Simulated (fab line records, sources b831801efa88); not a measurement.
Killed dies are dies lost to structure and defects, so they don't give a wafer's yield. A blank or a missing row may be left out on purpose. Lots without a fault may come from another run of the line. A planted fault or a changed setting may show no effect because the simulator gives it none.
Chamber matching | flow sfq_line | SFQ_TRILAYER_I7_CMP_CMP_184 on cmp-02: 4 sister chambers
The step polishes SiO2. 20 wafers are shown with their chamber, then 10 later ones without.

WAFERS WITH THEIR CHAMBER
wafer  | chamber | motor_current_A (A) | time_to_endpoint_s (s)
L272.1 | 3       | 10.6                | 215
L272.4 | 2       | 11.3                | 212
L272.6 | 3       | 10.7                | 224
L273.1 | 0       | 8.8                 | 207
L273.3 | 3       | 10.8                | 208
L273.5 | 2       | 11.2                | 213
L274.3 | 0       | 8.6                 | 229
L274.1 | 2       | 11.2                | 207
L274.6 | 0       | 8.6                 | 235
L275.4 | 1       | 10.6                | 217
L275.5 | 1       | 10.7                | 218
L275.6 | 0       | 7.9                 | 214
L276.1 | 2       | 11.3                | 210
L276.3 | 0       | 8.2                 | 219
L276.5 | 3       | 10.6                | 221
L279.2 | 2       | 11.6                | 208
L279.3 | 1       | 10.7                | 220
L279.6 | 1       | 11.3                | 233
L281.1 | 0       | 8.3                 | 216
L281.3 | 1       | 11.0                | 219

SIGNATURES (means of the wafers above)
reading            | chamber 0 | chamber 1 | chamber 2 | chamber 3 | scatter within a chamber
motor_current_A    | 8.400     | 10.860    | 11.320    | 10.675    | 0.251
time_to_endpoint_s | 220.00    | 221.40    | 210.00    | 217.00    | 7.4
Rule: a wafer's distance from a chamber is the root of the sum, over the readings, of the square of ((its reading less the chamber's mean) divided by the reading's scatter). The wafer belongs to the nearest chamber; if the next one is less than 2 further off, it can't be placed. The scatter: the root of (the sum of the squares of (reading less its chamber's mean) over the shown wafers, divided by (wafers less chambers)).

WAFERS WITHOUT THEIR CHAMBER
wafer  | motor_current_A (A) | time_to_endpoint_s (s)
L281.2 | 10.3                | 207
L283.1 | 8.1                 | 217
L283.2 | 10.3                | 215
L283.3 | 10.9                | 203
L285.1 | 10.3                | 208
L285.4 | 11.1                | 209
L285.5 | 10.4                | 221
L293.2 | 11.4                | 203
L293.4 | 10.1                | 221
L293.5 | 8.3                 | 215

WHICH CHAMBER EACH WENT THROUGH
wafer  | from the rows above          | in truth
L281.2 | can't be placed: 3 or 1      | 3
L283.1 | 0                            | 0
L283.2 | can't be placed: 3 or 1      | 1
L283.3 | can't be placed: 2 or 3 or 1 | 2
L285.1 | can't be placed: 3 or 1      | 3
L285.4 | can't be placed: 2 or 1 or 3 | 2
L285.5 | can't be placed: 3 or 1      | 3
L293.2 | 2                            | 2
L293.4 | can't be placed: 3 or 1      | 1
L293.5 | 0                            | 0
Placed correctly: 3 of 10. Can't be placed from these rows: 7 (the true chamber is among the candidates in 7). Placed wrongly: 0.
